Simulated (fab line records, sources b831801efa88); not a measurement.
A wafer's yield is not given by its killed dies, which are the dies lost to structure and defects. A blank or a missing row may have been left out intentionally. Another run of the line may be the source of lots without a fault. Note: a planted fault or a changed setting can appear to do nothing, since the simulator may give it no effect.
The same fault as seen by 2 desks + flow sky130 + each desk has only its own numbers; what lay behind them comes last

## METROLOGY DESK
Means of the sampled wafers that have a number, per lot and without regard to the tool the lot ran on: this is what the gauges read. Marked OUT: a lot whose mean sits more than 4 standard deviations from the usual mean, which makes it out of limits; the brackets give that distance.
Columns: A = cd nm at SKY_LOCAL_INTERCONNECT_CD_MEAS_11, usual 169.7 nm; B = CONTACT_W_RS at SKY_CONTACT_RS_MEAS_25, usual 0.341 ohm/sq; C = CONTACT_W_THK at SKY_CONTACT_THK_MEAS_26, usual 338 nm; D = METAL1_OVL at SKY_METAL1_OVL_MEAS_16, usual 4 nm; E = VIA1_HDPCVD_THK at SKY_VIA1_THK_MEAS_01, usual 1028 nm
| lot  | first seen here | A     | B                | C             | D  | E    |
|------|-----------------|-------|------------------|---------------|----|------|
| L739 | day 31 17:27    | 169.2 | 0.346            | 334           | 2  | 1020 |
| L740 | day 32 00:41    | 169.3 | 0.345            | 331           | 5  | 1018 |
| L742 | day 32 13:21    | 169.3 | 0.337            | 339           | 8  | 1028 |
| L745 | day 33 10:44    | 168.3 | 0.347            | 334           | -4 | 1032 |
| L747 | day 34 09:12    | 169.1 | 0.345            | 334           | 3  | 1019 |
| L748 | day 34 11:43    | 171.2 | 0.294 (-10) OUT  | 395 (+12) OUT | -7 | 1021 |
| L749 | day 34 22:43    | 170.7 | 0.295 (-9.7) OUT | 404 (+14) OUT | 11 | 1025 |
| L750 | day 35 03:28    | 167.6 | 0.301 (-8.4) OUT | 386 (+11) OUT | 2  | 1039 |
| L752 | day 35 11:27    | 170.0 | 0.343            | 339           | 6  | 1021 |
| L756 | day 37 00:25    | 170.8 | 0.340            | 338           | -2 | 1040 |
| L757 | day 37 02:31    | 168.3 | 0.341            | 342           | 1  | 1027 |
| L759 | day 37 20:07    | 168.0 | 0.348            | 335           | 10 | 1018 |
This desk reports L748, L749, L750 out of limits; the earliest was L748 at day 35 16:44 (CONTACT_W_RS at SKY_CONTACT_RS_MEAS_25). L739, L740, L742, L745, L747, L752, L756, L757, L759 stayed within limits.

## THE TOOL OWNER'S DESK: cvd w-02
The tool's own readings at SKY_CONTACT_CVD_24 (deposits W, target thk 340 nm, time 102.12 s): means of the sampled wafers that have a number, for each lot that ran on this tool. Marked OUT: a lot whose mean sits more than 4 standard deviations from the usual mean, which makes it out of limits; the brackets give that distance.
Columns: A = heater power w at SKY_CONTACT_CVD_24, usual 751 W
| lot  | first seen here | A   |
|------|-----------------|-----|
| L739 | day 32 23:40    | 751 |
| L740 | day 33 06:31    | 756 |
| L745 | day 34 15:10    | 750 |
| L747 | day 35 14:04    | 796 |
| L748 | day 35 16:37    | 739 |
| L749 | day 36 03:31    | 684 |
| L750 | day 36 08:21    | 789 |
| L759 | day 38 23:47    | 791 |
This desk's finding: nothing out of limits on any of the 8 lots.

## PUT TOGETHER
Metrology desk: alarm possible at day 35 16:44 on L748, L749, L750.
The tool owner's desk saw nothing out of limits.
Tool owner's desk: L748, L749, L750 on record, inside its limits.
Of the lots named, all ran SKY_CONTACT_CVD_24 on cvd w-02.

## WHAT THE SIMULATOR HAD INSERTED
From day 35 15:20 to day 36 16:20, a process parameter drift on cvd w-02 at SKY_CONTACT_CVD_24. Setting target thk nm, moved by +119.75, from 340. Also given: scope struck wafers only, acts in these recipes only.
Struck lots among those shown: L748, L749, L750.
Per desk, hours elapsed from the start of the fault to the first reading out of limits: for the metrology desk, 1.
